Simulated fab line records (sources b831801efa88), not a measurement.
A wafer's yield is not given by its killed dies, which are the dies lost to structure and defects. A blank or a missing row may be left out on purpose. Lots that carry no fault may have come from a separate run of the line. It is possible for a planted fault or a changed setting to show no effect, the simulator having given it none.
A single fault, viewed from 2 desks || flow gf180mcu || only its own numbers are on each desk; what lay behind them is given at the end

## DESK OF THE TOOL OWNER: pvdSputter-01
The tool's own readings at GF_V1_SPUTTER_21 (material Ti, target thk 15 nm, time 80.02 s): means of the sampled wafers that have a number, for each lot that ran on this tool. Marked OUT: a lot whose mean sits more than 4 standard deviations from the usual mean, which makes it out of limits; the brackets give that distance.
Columns: A = chamberPressurePa at GF_V1_SPUTTER_21, usual 5.001 Pa; B = substrateTempC at GF_V1_SPUTTER_21, usual 200.02 C; C = throttleValvePct at GF_V1_SPUTTER_21, usual 30.2 %
{"lot": "L484", "first seen here": "day 18 06:16", "A": 5.007, "B": 199.92, "C": 29.3}
{"lot": "L487", "first seen here": "day 19 13:07", "A": 4.993, "B": 199.86, "C": 28.6}
{"lot": "L488", "first seen here": "day 19 19:46", "A": 4.999, "B": 200.08, "C": 28.8}
{"lot": "L500", "first seen here": "day 24 01:51", "A": "5.193 (+20) OUT", "B": 200.06, "C": 28.9}
{"lot": "L502", "first seen here": "day 24 16:43", "A": "5.182 (+19) OUT", "B": 199.99, "C": 29.2}
This desk's finding: out of limits on L500, L502; first on L500, day 24 01:51 (chamberPressurePa at GF_V1_SPUTTER_21). Within limits: L484, L487, L488.

## THE METROLOGY DESK
Lot by lot, what the gauges showed, no matter which tool ran the lot: averages of those sampled wafers that carry a number. Marked OUT: a lot whose mean sits more than 4 standard deviations from the usual mean, which makes it out of limits; the brackets give that distance.
Columns: A = cdNm at GF_V1_CD_MEAS_14, usual 259.8 nm; B = M2_ALCU_RS at GF_M2_RS_MEAS_05, usual 0.0700 ohm/sq
{"lot": "L484", "first seen here": "day 18 05:22", "A": 260.0, "B": 0.0693}
{"lot": "L486", "first seen here": "day 19 01:09", "A": 259.4, "B": 0.0705}
{"lot": "L487", "first seen here": "day 19 12:19", "A": 259.4, "B": 0.0707}
{"lot": "L488", "first seen here": "day 19 18:57", "A": 260.6, "B": 0.0687}
{"lot": "L489", "first seen here": "day 20 03:31", "A": 260.8, "B": 0.0706}
{"lot": "L490", "first seen here": "day 20 09:50", "A": 260.1, "B": 0.0695}
{"lot": "L491", "first seen here": "day 20 20:34", "A": 261.2, "B": 0.0699}
{"lot": "L494", "first seen here": "day 22 00:19", "A": 261.7, "B": 0.0687}
{"lot": "L500", "first seen here": "day 24 01:01", "A": 260.4, "B": 0.0708}
{"lot": "L502", "first seen here": "day 24 15:57", "A": 260.4, "B": 0.0710}
{"lot": "L505", "first seen here": "day 25 08:53", "A": 258.7, "B": 0.0706}
{"lot": "L506", "first seen here": "day 25 16:40", "A": 260.2, "B": 0.0704}
This desk's verdict: no lot among the 12 shows anything out of limits.

## PUT TOGETHER
On L500, L502, at day 24 01:51, an alarm was possible from the tool owner's desk.
Nothing out of limits was seen by the metrology desk.
The metrology desk holds a record of L500, L502, inside its limits.
On pvdSputter-01, each named lot ran GF_V1_SPUTTER_21.

## WHAT WAS PUT IN BY THE SIMULATOR
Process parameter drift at GF_V1_SPUTTER_21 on pvdSputter-01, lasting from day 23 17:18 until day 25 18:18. Setting chamberPressurePa, moved by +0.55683, from 5. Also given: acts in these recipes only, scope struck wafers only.
Lots struck among those shown: L500, L502.
Each desk's first reading out of limits, in hours after the fault started: the tool owner's desk, 9.
